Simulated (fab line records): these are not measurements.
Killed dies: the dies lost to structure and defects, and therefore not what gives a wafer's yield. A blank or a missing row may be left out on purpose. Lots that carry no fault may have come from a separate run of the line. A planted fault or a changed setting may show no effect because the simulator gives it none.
fab line records	flow sky130
record: lots: 14	wafers: 42	last_day: 48
route steps=708 shown SONOS_TUNNEL@161 POLY_GATE@204 PAD_OPEN@708
lots with no fault: from the same line, run without faults
start_h: hours from the record's opening day to when the first of the lot's shown wafers began	wait_h: time in hours since the lot's previous step	" the same as in the row above	L1.1+2: one row covering several wafers at once	- either no value or no given start	* or withheld: withheld	< > ~ a bound
route shown NAME@n: a module of which the file shows steps, and the number in the route of the first	usual: average and standard deviation across the fault-free wafers	same: alike in all rows	chamber/n: place in a boat	sites: the reading at each site	_std_site: the values' standard deviation	_edge_site: outer sites' mean less inner sites'	radius_mm: for every site, how far away it sits from the centre of the wafer	mask NAME#n: copy n	behind: the tool/chamber that last shaped the wafer	hold: cause of the lot's hold/its duration in hours/its outcome	device: the transistor (n, p or np) that didn't switch	end of line: tests run on the same wafers once the route is complete	for a step that has no rows: nothing shown but its recipe	killed: count of dies lost to structure and defects at first sort (not the wafer's yield)	map: shows each die of a wafer: x if killed, . if not, _ if none is there
set.NAME: the setting as run; set.NAME@STEP: as run at that earlier step	model.NAME: the simulator's own value behind a step, which no gauge read
a sample of lots followed through the steps of the route, with each step as a table and each wafer as a row
services: the hour from which a tool's chamber was out of use, counted from the record's first day as start_h (under 0 if before that day), plus the number of hours and why
== steps ==
step: SKY_SONOS_TUNNEL_CD_MEAS_07
recipe: target_cd_nm: 410
usual: cd_nm: 409.7/2.3
lot.wafer	tool	chamber	start_h	wait_h	cd_nm
L399.2	cd_sem-01	-	246.60	0.1	410.2
L399.3	"	-	"	"	409.7
L399.6	"	-	"	"	413.8
L400.1	cd_sem-02	-	252.73	0.1	411.0
L400.5	"	-	"	"	410.0
L400.6	"	-	"	"	411.9
L401.1	cd_sem-02	-	261.73	0.1	410.4
L401.4	"	-	"	"	412.3
L401.5	"	-	"	"	410.0
L402.4	cd_sem-01	-	273.99	0.1	408.9
L402.5	"	-	"	"	411.3
L402.6	"	-	"	"	409.5
L404.4	cd_sem-01	-	285.61	0.1	415.1
L404.5	"	-	"	"	417.9
L404.6	"	-	"	"	416.9
L405.1	cd_sem-01	-	291.88	0.1	408.8
L405.3	"	-	"	"	408.7
L405.6	"	-	"	"	406.9
L406.3	cd_sem-02	-	301.13	0.1	408.3
L406.4	"	-	"	"	407.6
L406.5	"	-	"	"	409.2
L408.1	cd_sem-02	-	315.65	0.1	411.8
L408.2	"	-	"	"	409.7
L408.3	"	-	"	"	409.6
L407.1	cd_sem-02	-	316.90	0.1	406.1
L407.3	"	-	"	"	407.9
L407.6	"	-	"	"	405.2
L411.3	cd_sem-01	-	347.08	0.1	410.4
L411.5	"	-	"	"	410.1
L411.6	"	-	"	"	411.3
L412.3	cd_sem-01	-	353.85	0.1	409.2
L412.5	"	-	"	"	408.2
L412.6	"	-	"	"	408.7
L414.1	cd_sem-02	-	368.11	0.1	409.1
L414.5	"	-	"	"	409.0
L414.6	"	-	"	"	409.3
L416.1	cd_sem-01	-	386.28	0.1	409.9
L416.4	"	-	"	"	409.7
L416.6	"	-	"	"	410.8
L417.1	cd_sem-02	-	386.58	0.1	408.3
L417.3	"	-	"	"	410.2
L417.6	"	-	"	"	409.6
step: SKY_POLY_GATE_CVD_00
recipe: material: poly-Si	target_thk_nm: 180	temp_c: 620	time_s: 720	pressure_mtorr: 200
lot.wafer	tool	chamber	start_h	wait_h
L399.2+3+6	lpcvd-01	1	306.63	0.0
L400.1+5+6	lpcvd-01	0	315.27	0.0
L401.1+4+5	lpcvd-01	0	324.71	0.0
L402.4+5+6	lpcvd-01	0	338.55	0.0
L404.4+5+6	lpcvd-01	0	350.62	0.0
L405.1+3+6	lpcvd-01	1	356.51	0.0
L406.3+4+5	lpcvd-01	1	364.98	0.0
L407.1+3+6	lpcvd-01	1	382.96	0.0
L408.1+2+3	lpcvd-01	0	382.96	0.0
L411.3+5+6	lpcvd-01	1	415.46	0.0
L412.3+5+6	lpcvd-01	0	423.16	0.0
L414.1+5+6	lpcvd-01	1	435.35	0.0
L417.1+3+6	lpcvd-01	0	458.12	0.0
L416.1+4+6	lpcvd-01	1	459.92	0.3
step: SKY_POLY_GATE_THK_MEAS_01
recipe: reads: poly-Si_of_POLY_GATE_CVD_00
usual: POLY_GATE_CVD_00_THK: 179.9/1.6
lot.wafer	tool	chamber	start_h	wait_h	hold	POLY_GATE_CVD_00_THK[nm]
L399.2	film_metro-01	-	307.84	0.0	-	179.4
L399.3	"	-	"	"	-	179.7
L399.6	"	-	"	"	-	179.4
L400.1	film_metro-03	-	316.47	0.0	-	182.3
L400.5	"	-	"	"	-	184.2
L400.6	"	-	"	"	-	183.6
L401.1	film_metro-03	-	325.91	0.0	-	182.4
L401.4	"	-	"	"	-	181.2
L401.5	"	-	"	"	-	180.0
L402.4	film_metro-01	-	339.78	0.0	-	177.2
L402.5	"	-	"	"	-	178.5
L402.6	"	-	"	"	-	177.5
L404.4	film_metro-01	-	351.85	0.0	-	177.0
L404.5	"	-	"	"	-	179.1
L404.6	"	-	"	"	-	179.7
L405.1	film_metro-02	-	357.71	0.0	-	180.9
L405.3	"	-	"	"	-	180.2
L405.6	"	-	"	"	-	179.4
L406.3	film_metro-03	-	366.20	0.0	-	181.7
L406.4	"	-	"	"	-	180.9
L406.5	"	-	"	"	-	178.8
L407.1	film_metro-02	-	384.16	0.0	-	182.5
L407.3	"	-	"	"	-	182.8
L407.6	"	-	"	"	-	181.0
L408.1	film_metro-03	-	384.16	0.0	-	179.0
L408.2	"	-	"	"	-	178.6
L408.3	"	-	"	"	-	179.4
L411.3	film_metro-02	-	416.68	0.0	-	176.7
L411.5	"	-	"	"	-	176.5
L411.6	"	-	"	"	-	177.7
L412.3	film_metro-01	-	424.38	0.0	-	179.6
L412.5	"	-	"	"	-	179.4
L412.6	"	-	"	"	-	180.1
L414.1	film_metro-02	-	436.55	0.0	-	183.2
L414.5	"	-	"	"	-	180.4
L414.6	"	-	"	"	-	181.6
L417.1	film_metro-02	-	459.92	0.0	await_dispo/0.2h/release	78.8
L417.3	"	-	"	"	await_dispo/0.2h/release	79.3
L417.6	"	-	"	"	await_dispo/0.2h/release	78.6
L417.1	film_metro-02	-	460.25	0.3	-	78.8
L417.3	"	-	"	"	-	79.4
L417.6	"	-	"	"	-	78.7
L416.1	film_metro-02	-	461.72	0.0	await_dispo/0.2h/release	79.4
L416.4	"	-	"	"	await_dispo/0.2h/release	79.6
L416.6	"	-	"	"	await_dispo/0.2h/release	79.8
L416.1	film_metro-02	-	461.95	0.2	-	79.4
L416.4	"	-	"	"	-	79.7
L416.6	"	-	"	"	-	79.8
step: SKY_POLY_GATE_THK_MEAS_04
recipe: reads: Si3N4_of_POLY_GATE_CVD_03
usual: POLY_GATE_CVD_03_THK: 75.2/0.76
lot.wafer	tool	chamber	start_h	wait_h	POLY_GATE_CVD_03_THK[nm]
L399.2	film_metro-02	-	336.09	0.0	74.2
L399.3	"	-	"	"	74.5
L399.6	"	-	"	"	74.8
L400.1	film_metro-02	-	346.41	0.0	74.9
L400.5	"	-	"	"	74.7
L400.6	"	-	"	"	74.7
L401.1	film_metro-01	-	355.36	0.0	75.5
L401.4	"	-	"	"	75.0
L401.5	"	-	"	"	75.3
L402.4	film_metro-01	-	369.46	0.0	74.6
L402.5	"	-	"	"	74.5
L402.6	"	-	"	"	73.9
L404.4	film_metro-02	-	384.85	0.0	75.3
L404.5	"	-	"	"	74.4
L404.6	"	-	"	"	74.5
L405.1	film_metro-03	-	389.17	0.0	75.1
L405.3	"	-	"	"	74.6
L405.6	"	-	"	"	74.8
L406.3	film_metro-03	-	396.10	0.0	74.6
L406.4	"	-	"	"	74.6
L406.5	"	-	"	"	75.2
L407.1	film_metro-02	-	416.79	0.0	75.9
L407.3	"	-	"	"	75.3
L407.6	"	-	"	"	76.4
L408.1	film_metro-01	-	416.80	0.0	75.6
L408.2	"	-	"	"	75.4
L408.3	"	-	"	"	75.5
L411.3	film_metro-03	-	448.54	0.0	74.2
L411.5	"	-	"	"	74.1
L411.6	"	-	"	"	75.2
L412.3	film_metro-01	-	456.88	0.0	75.3
L412.5	"	-	"	"	74.8
L412.6	"	-	"	"	74.9
L414.1	film_metro-03	-	469.88	0.0	76.4
L414.5	"	-	"	"	76.2
L414.6	"	-	"	"	75.8
step: SKY_POLY_GATE_OVL_MEAS_14
usual: POLY_GATE_OVL: 0/5.5
lot.wafer	tool	chamber	start_h	wait_h	POLY_GATE_OVL[nm]
L399.2	overlay-02	-	363.24	0.1	-2
L399.3	"	-	"	"	-4
L399.6	"	-	"	"	-5
L400.1	overlay-01	-	374.35	0.1	1
L400.5	"	-	"	"	-5
L400.6	"	-	"	"	2
L401.1	overlay-02	-	383.31	0.1	-4
L401.4	"	-	"	"	-5
L401.5	"	-	"	"	-2
L402.4	overlay-02	-	397.48	0.1	-6
L402.5	"	-	"	"	-4
L402.6	"	-	"	"	-4
L404.4	overlay-01	-	414.08	0.1	0
L404.5	"	-	"	"	-1
L404.6	"	-	"	"	-2
L405.1	overlay-01	-	419.81	0.1	-2
L405.3	"	-	"	"	0
L405.6	"	-	"	"	-1
L406.3	overlay-01	-	425.81	0.1	-1
L406.4	"	-	"	"	-4
L406.5	"	-	"	"	-3
L407.1	overlay-02	-	447.75	0.1	7
L407.3	"	-	"	"	7
L407.6	"	-	"	"	5
L408.1	overlay-01	-	447.96	0.1	-7
L408.2	"	-	"	"	-3
L408.3	"	-	"	"	-11
L411.3	overlay-02	-	479.54	0.1	-6
L411.5	"	-	"	"	-6
L411.6	"	-	"	"	-9
L412.3	overlay-02	-	488.08	0.1	-6
L412.5	"	-	"	"	-2
L412.6	"	-	"	"	-9
L414.1	overlay-02	-	499.50	0.1	-3
L414.5	"	-	"	"	1
L414.6	"	-	"	"	-1
step: SKY_PAD_OPEN_PROBE_99
usual: defect_limited_yield: 82.2/1.7	killed_at_M0_to_M3: 44/6.3	killed_at_M4_up: 3.1/2	killed_at_contacts: 24/4.8	killed_at_front_end: 15/4.6	killed_at_other: 0.2/0.51	killed_dies: 87/8.4	killed_open: 48/6.4	killed_short: 39/5.9	sort_bin_3_pad_short: 0.9/0.41	sort_bin_5_function: 10.5/1.4	sort_bin_6_memory: 6.3/1.1	sort_n_pass: 405/8.4	sort_yield_pct: 82.2/1.7
same: gross_dies: 492	killed_at_back_side: 0	sort_bin_4_leakage[%]: 0	sort_bin_8_speed[%]: 0
lot.wafer	tool	chamber	start_h	wait_h	defect_limited_yield[%]	killed_at_M0_to_M3	killed_at_M4_up	killed_at_contacts	killed_at_front_end	killed_at_other	killed_dies	killed_open	killed_short	sort_bin_3_pad_short[%]	sort_bin_5_function[%]	sort_bin_6_memory[%]	sort_n_pass	sort_yield_pct[%]
L399.2	prober-02	-	1070.57	0.1	85.0	39	7	19	9	0	74	45	29	1.0	10.6	3.5	418	85.0
L399.3	prober-02	-	1070.62	0.2	82.5	42	4	25	14	1	86	48	38	1.0	11.2	5.3	406	82.5
L399.6	prober-02	-	1070.77	0.2	83.5	49	3	14	15	0	81	47	34	0.6	10.0	5.9	411	83.5
L400.1	prober-01	-	1080.86	0.1	81.1	46	7	24	16	0	93	50	43	0.6	11.6	6.7	399	81.1
L400.5	prober-01	-	1081.06	0.2	81.1	45	8	24	16	0	93	50	43	1.0	11.2	6.7	399	81.1
L400.6	prober-01	-	1081.11	0.2	82.7	42	3	21	19	0	85	46	39	1.0	8.7	7.5	407	82.7
L401.1	prober-02	-	1082.36	0.1	83.3	42	3	26	11	0	82	53	29	1.2	8.7	6.7	410	83.3
L401.4	prober-02	-	1082.51	0.2	82.5	47	4	19	15	1	86	39	47	1.2	10.8	5.5	406	82.5
L401.5	prober-02	-	1082.56	0.2	81.3	51	1	26	13	1	92	60	32	1.8	11.4	5.5	400	81.3
L402.4	prober-01	-	1097.54	0.2	83.3	44	2	20	16	0	82	49	33	0.2	11.8	4.7	410	83.3
L402.5	prober-01	-	1097.59	0.2	82.5	41	5	15	25	0	86	45	41	1.0	8.7	7.7	406	82.5
L402.6	prober-01	-	1097.64	0.2	82.9	36	6	21	21	0	84	51	33	0.4	10.6	6.1	408	82.9
L404.4	prober-01	-	1102.66	0.2	86.0	31	3	24	9	2	69	42	27	1.2	7.5	5.3	423	86.0
L404.5	prober-01	-	1102.71	0.2	81.5	42	5	27	17	0	91	52	39	1.2	10.8	6.5	401	81.5
L404.6	prober-01	-	1102.76	0.2	85.4	36	4	20	11	1	72	38	34	1.0	8.9	4.7	420	85.4
L405.1	prober-02	-	1104.48	0.1	82.5	48	3	21	14	0	86	59	27	0.2	8.9	8.3	406	82.5
L405.3	prober-02	-	1104.58	0.2	83.1	42	5	21	15	0	83	42	41	0.6	10.8	5.5	409	83.1
L405.6	prober-02	-	1104.73	0.2	82.1	48	5	27	8	0	88	58	30	0.4	11.2	6.3	404	82.1
L406.3	prober-01	-	1113.08	0.2	79.5	42	9	29	21	0	101	52	49	1.2	12.0	7.3	391	79.5
L406.4	prober-01	-	1113.13	0.2	82.7	40	3	30	12	0	85	41	44	0.8	8.7	7.7	407	82.7
L406.5	prober-01	-	1113.18	0.2	82.1	44	7	26	11	0	88	48	40	1.6	8.9	7.3	404	82.1
L407.1	prober-02	-	1128.36	0.1	79.1	52	4	30	17	0	103	55	48	0.8	12.6	7.5	389	79.1
L407.3	prober-02	-	1128.46	0.2	81.9	51	3	21	14	0	89	49	40	0.6	10.0	7.5	403	81.9
L407.6	prober-02	-	1128.61	0.2	80.7	51	4	20	18	2	95	56	39	0.6	11.2	7.5	397	80.7
L408.1	prober-01	-	1128.50	0.1	83.7	39	4	26	11	0	80	43	37	0.2	10.4	5.7	412	83.7
L408.2	prober-01	-	1128.55	0.1	82.3	40	7	26	14	0	87	38	49	0.8	11.2	5.7	405	82.3
L408.3	prober-01	-	1128.60	0.2	83.7	38	2	23	17	0	80	44	36	1.0	8.7	6.5	412	83.7
L411.3	prober-02	-	1146.21	0.2	82.7	46	3	17	19	0	85	47	38	0.6	10.6	6.1	407	82.7
L411.5	prober-02	-	1146.31	0.2	80.9	48	0	25	21	0	94	55	39	1.0	12.6	5.5	398	80.9
L411.6	prober-02	-	1146.36	0.2	81.1	43	1	24	25	0	93	56	37	0.4	12.0	6.5	399	81.1
L412.3	prober-01	-	1152.31	0.2	84.1	43	3	19	12	1	78	39	39	0.6	9.8	5.5	414	84.1
L412.5	prober-01	-	1152.41	0.2	81.1	50	2	29	10	2	93	53	40	0.4	12.2	6.3	399	81.1
L412.6	prober-01	-	1152.46	0.2	82.3	41	4	26	16	0	87	50	37	1.0	9.6	7.1	405	82.3
L414.1	prober-01	-	1158.63	0.1	84.1	39	1	23	15	0	78	46	32	0.8	10.8	4.3	414	84.1
L414.5	prober-01	-	1158.83	0.2	81.5	44	5	25	17	0	91	59	32	1.0	10.4	7.1	401	81.5
L414.6	prober-01	-	1158.88	0.2	81.1	44	5	27	17	0	93	57	36	0.4	12.0	6.5	399	81.1
killed by level:class
L399.2 CONTACT:geometric_particle:open=10 VIA1:geometric_particle:open=10 VIA3:geometric_particle:open=7 METAL2:geometric_particle:short=5 VIA2:geometric_particle:open=5 METAL1:geometric_particle:short=4 VIA2:geometric_particle:short=4 METAL4:geometric_particle:short=4
L399.3 VIA1:geometric_particle:open=13 LI_CONTACT:geometric_particle:open=8 CONTACT:geometric_particle:open=7 VIA3:geometric_particle:open=6 METAL1:geometric_particle:short=6 FIELD_ISO:geometric_particle:open=5 LI_CONTACT:geometric_particle:short=5 METAL2:geometric_particle:short=5
L399.6 VIA1:geometric_particle:open=14 VIA3:geometric_particle:open=8 LI_CONTACT:geometric_particle:open=5 VIA2:geometric_particle:open=4 METAL1:geometric_particle:short=4 VIA3:geometric_particle:short=4 FIELD_ISO:geometric_particle:open=3 FIELD_ISO:geometric_particle:short=3
L400.1 VIA1:geometric_particle:open=13 CONTACT:geometric_particle:open=9 VIA1:geometric_particle:short=8 FIELD_ISO:geometric_particle:open=6 VIA2:geometric_particle:open=5 METAL3:geometric_particle:short=5 METAL4:geometric_particle:short=5 FIELD_ISO:geometric_particle:short=4
L400.5 VIA1:geometric_particle:open=9 VIA2:geometric_particle:open=9 LI_CONTACT:geometric_particle:open=8 FIELD_ISO:geometric_particle:short=6 CONTACT:geometric_particle:open=6 VIA3:geometric_particle:open=6 METAL4:geometric_particle:short=6 FIELD_ISO:geometric_particle:open=5
L400.6 VIA1:geometric_particle:open=14 FIELD_ISO:geometric_particle:open=7 CONTACT:geometric_particle:open=7 FIELD_ISO:geometric_particle:short=6 VIA1:geometric_particle:short=6 VIA2:geometric_particle:open=6 VIA3:geometric_particle:open=6 LOCAL_INTERCONNECT:geometric_particle:short=5
L401.1 VIA1:geometric_particle:open=13 CONTACT:geometric_particle:open=9 LI_CONTACT:geometric_particle:open=6 POLY_GATE:geometric_particle:open=5 VIA3:geometric_particle:open=5 METAL2:geometric_particle:short=5 LOCAL_INTERCONNECT:geometric_particle:open=4 LOCAL_INTERCONNECT:geometric_particle:short=4
L401.4 METAL1:geometric_particle:short=9 LI_CONTACT:geometric_particle:open=8 VIA1:geometric_particle:open=8 VIA2:geometric_particle:open=7 CONTACT:geometric_particle:open=6 METAL2:geometric_particle:short=6 VIA2:geometric_particle:short=5 VIA1:geometric_particle:short=5
L401.5 VIA1:geometric_particle:open=12 LI_CONTACT:geometric_particle:open=11 VIA2:geometric_particle:open=10 CONTACT:geometric_particle:open=9 VIA3:geometric_particle:open=9 FIELD_ISO:geometric_particle:short=6 METAL1:geometric_particle:short=5 METAL2:geometric_particle:short=4
L402.4 CONTACT:geometric_particle:open=10 METAL2:geometric_particle:short=8 VIA2:geometric_particle:open=8 VIA3:geometric_particle:open=7 VIA1:geometric_particle:open=7 LI_CONTACT:geometric_particle:open=6 VIA2:geometric_particle:short=6 FIELD_ISO:geometric_particle:short=5
L402.5 FIELD_ISO:geometric_particle:open=10 METAL1:geometric_particle:short=8 VIA1:geometric_particle:open=8 VIA3:geometric_particle:open=6 POLY_GATE:geometric_particle:open=5 CONTACT:geometric_particle:open=5 VIA3:geometric_particle:short=5 POLY_GATE:geometric_particle:short=4
L402.6 CONTACT:geometric_particle:open=9 VIA3:geometric_particle:open=8 FIELD_ISO:geometric_particle:short=6 VIA2:geometric_particle:open=6 FIELD_ISO:geometric_particle:open=5 POLY_GATE:geometric_particle:open=5 VIA1:geometric_particle:open=5 LI_CONTACT:geometric_particle:open=4
L404.4 VIA1:geometric_particle:open=9 VIA3:geometric_particle:open=6 LI_CONTACT:geometric_particle:open=5 CONTACT:geometric_particle:short=5 LOCAL_INTERCONNECT:geometric_particle:short=5 CONTACT:geometric_particle:open=5 POLY_GATE:geometric_particle:open=4 LOCAL_INTERCONNECT:geometric_particle:open=4
L404.5 LI_CONTACT:geometric_particle:open=10 VIA3:geometric_particle:open=10 CONTACT:geometric_particle:open=9 FIELD_ISO:geometric_particle:open=7 VIA1:geometric_particle:short=6 METAL1:geometric_particle:short=6 VIA1:geometric_particle:open=5 VIA2:geometric_particle:short=4
L404.6 VIA1:geometric_particle:open=9 VIA3:geometric_particle:open=8 LI_CONTACT:geometric_particle:open=5 CONTACT:geometric_particle:short=5 CONTACT:geometric_particle:open=5 FIELD_ISO:geometric_particle:short=4 LOCAL_INTERCONNECT:geometric_particle:short=4 METAL2:geometric_particle:open=4
L405.1 VIA1:geometric_particle:open=11 CONTACT:geometric_particle:open=9 VIA3:geometric_particle:open=9 VIA2:geometric_particle:open=7 LI_CONTACT:geometric_particle:open=6 FIELD_ISO:geometric_particle:open=5 METAL1:geometric_particle:short=5 METAL2:geometric_particle:short=4
L405.3 VIA1:geometric_particle:open=12 LI_CONTACT:geometric_particle:open=7 VIA1:geometric_particle:short=6 VIA3:geometric_particle:open=6 CONTACT:geometric_particle:open=5 METAL4:geometric_particle:short=5 FIELD_ISO:geometric_particle:short=4 POLY_GATE:geometric_particle:open=4
L405.6 VIA1:geometric_particle:open=12 VIA3:geometric_particle:open=12 LI_CONTACT:geometric_particle:open=11 CONTACT:geometric_particle:open=9 VIA1:geometric_particle:short=5 METAL2:geometric_particle:open=4 METAL4:geometric_particle:short=4 VIA2:geometric_particle:open=4
L406.3 CONTACT:geometric_particle:open=9 VIA1:geometric_particle:open=9 METAL1:geometric_particle:short=8 METAL2:geometric_particle:short=7 LI_CONTACT:geometric_particle:open=7 FIELD_ISO:geometric_particle:open=6 FIELD_ISO:geometric_particle:short=5 CONTACT:geometric_particle:short=5
L406.4 VIA1:geometric_particle:open=9 LOCAL_INTERCONNECT:geometric_particle:short=7 CONTACT:geometric_particle:short=7 CONTACT:geometric_particle:open=7 METAL2:geometric_particle:short=7 LI_CONTACT:geometric_particle:open=6 FIELD_ISO:geometric_particle:open=4 VIA1:geometric_particle:short=4
L406.5 VIA1:geometric_particle:open=13 CONTACT:geometric_particle:open=10 CONTACT:geometric_particle:short=7 METAL1:geometric_particle:short=6 METAL2:geometric_particle:short=5 POLY_GATE:geometric_particle:open=5 VIA2:geometric_particle:open=5 METAL1:geometric_particle:open=5
L407.1 CONTACT:geometric_particle:open=12 VIA1:geometric_particle:open=12 METAL1:geometric_particle:short=11 LI_CONTACT:geometric_particle:open=9 VIA1:geometric_particle:short=7 POLY_GATE:geometric_particle:short=5 VIA2:geometric_particle:open=5 LOCAL_INTERCONNECT:geometric_particle:short=4
L407.3 VIA1:geometric_particle:open=13 VIA3:geometric_particle:open=7 LI_CONTACT:geometric_particle:open=7 VIA2:geometric_particle:open=7 VIA1:geometric_particle:short=7 POLY_GATE:geometric_particle:open=5 METAL1:geometric_particle:short=5 FIELD_ISO:geometric_particle:open=4
L408.1 CONTACT:geometric_particle:open=8 CONTACT:geometric_particle:short=7 VIA1:geometric_particle:open=6 METAL1:geometric_particle:short=6 VIA2:geometric_particle:open=6 VIA3:geometric_particle:open=6 LI_CONTACT:geometric_particle:open=5 FIELD_ISO:geometric_particle:open=4
L408.2 LI_CONTACT:geometric_particle:open=7 VIA1:geometric_particle:open=7 VIA3:geometric_particle:open=7 LI_CONTACT:geometric_particle:short=6 METAL1:geometric_particle:short=6 METAL4:geometric_particle:short=6 LOCAL_INTERCONNECT:geometric_particle:short=5 VIA1:geometric_particle:short=5
L408.3 VIA1:geometric_particle:open=11 LI_CONTACT:geometric_particle:open=10 FIELD_ISO:geometric_particle:short=5 CONTACT:geometric_particle:open=5 VIA2:geometric_particle:short=5 VIA2:geometric_particle:open=5 FIELD_ISO:geometric_particle:open=4 POLY_GATE:geometric_particle:open=4
L407.6 VIA1:geometric_particle:open=11 FIELD_ISO:geometric_particle:open=9 VIA2:geometric_particle:open=9 METAL1:geometric_particle:short=8 VIA2:geometric_particle:short=7 LI_CONTACT:geometric_particle:open=7 FIELD_ISO:geometric_particle:short=5 CONTACT:geometric_particle:open=5
L411.3 VIA1:geometric_particle:open=9 VIA3:geometric_particle:open=8 LI_CONTACT:geometric_particle:open=6 CONTACT:geometric_particle:open=6 METAL1:geometric_particle:short=6 VIA2:geometric_particle:open=6 FIELD_ISO:geometric_particle:short=5 POLY_GATE:geometric_particle:open=4
L411.5 VIA1:geometric_particle:open=13 VIA2:geometric_particle:open=10 CONTACT:geometric_particle:open=9 METAL2:geometric_particle:short=8 VIA1:geometric_particle:short=7 LI_CONTACT:geometric_particle:short=6 FIELD_ISO:geometric_particle:short=5 POLY_GATE:geometric_particle:open=5
L411.6 VIA1:geometric_particle:open=10 LI_CONTACT:geometric_particle:open=8 CONTACT:geometric_particle:open=8 VIA2:geometric_particle:open=7 FIELD_ISO:geometric_particle:open=6 VIA3:geometric_particle:open=6 VIA3:geometric_particle:short=6 POLY_GATE:geometric_particle:short=5
L412.3 VIA1:geometric_particle:open=8 VIA2:geometric_particle:open=8 VIA1:geometric_particle:short=8 LOCAL_INTERCONNECT:geometric_particle:short=6 VIA3:geometric_particle:open=6 METAL1:geometric_particle:short=5 FIELD_ISO:geometric_particle:open=4 CONTACT:geometric_particle:open=4
L412.5 VIA1:geometric_particle:open=14 CONTACT:geometric_particle:open=12 VIA1:geometric_particle:short=10 LI_CONTACT:geometric_particle:open=9 VIA3:geometric_particle:open=9 SPACER:geometric_particle:open=4 LI_CONTACT:geometric_particle:short=4 METAL1:geometric_particle:short=4
L412.6 VIA1:geometric_particle:open=12 METAL1:geometric_particle:short=8 LI_CONTACT:geometric_particle:open=7 CONTACT:geometric_particle:open=7 CONTACT:geometric_particle:short=5 VIA3:geometric_particle:open=5 POLY_GATE:geometric_particle:open=4 LOCAL_INTERCONNECT:geometric_particle:open=4
L414.1 VIA1:geometric_particle:open=10 CONTACT:geometric_particle:open=9 FIELD_ISO:geometric_particle:short=7 LI_CONTACT:geometric_particle:open=7 METAL1:geometric_particle:open=5 METAL1:geometric_particle:short=4 METAL2:geometric_particle:short=4 VIA3:geometric_particle:open=4
L414.5 CONTACT:geometric_particle:open=10 VIA1:geometric_particle:open=10 LI_CONTACT:geometric_particle:open=7 VIA2:geometric_particle:open=7 FIELD_ISO:geometric_particle:open=6 CONTACT:geometric_particle:short=5 METAL1:geometric_particle:open=5 VIA3:geometric_particle:short=5
L414.6 VIA1:geometric_particle:open=13 LI_CONTACT:geometric_particle:open=10 CONTACT:geometric_particle:open=8 POLY_GATE:geometric_particle:open=7 VIA2:geometric_particle:open=6 VIA1:geometric_particle:short=5 METAL3:geometric_particle:short=5 VIA3:geometric_particle:open=5
== services ==
tool	chamber	start_h	hours	kind
lpcvd-01	-	298.44	1.4	repair
lpcvd-01	-	396.44	6.0	pm
lpcvd-01	-	450.03	2.8	repair
== key ==
first_sign: step: SKY_POLY_GATE_THK_MEAS_01	reading: visit	direction: added
effect: step: SKY_POLY_GATE_THK_MEAS_01	reading: POLY_GATE_CVD_00_THK	direction: down	sigmas: 62	usual: 179.9	struck: 79.3
met_at SKY_POLY_GATE_CVD_00
struck_lots L416,L417
scrapped_behind SKY_POLY_GATE_THK_MEAS_01 L416.1,L416.4,L416.6,L417.1,L417.3,L417.6
not_acting_at SKY_SONOS_TUNNEL_CD_MEAS_07,SKY_POLY_GATE_THK_MEAS_04,SKY_POLY_GATE_OVL_MEAS_14
onset_between 435.35 458.12
also_fits time
fault: kind: process_parameter_drift	tool: lpcvd-01	chamber: -	onset_h: 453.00	steps: SKY_POLY_GATE_CVD_00	channel: target_thk_nm	offset: -101.94	shape: step	end_h: 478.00	stated: 180
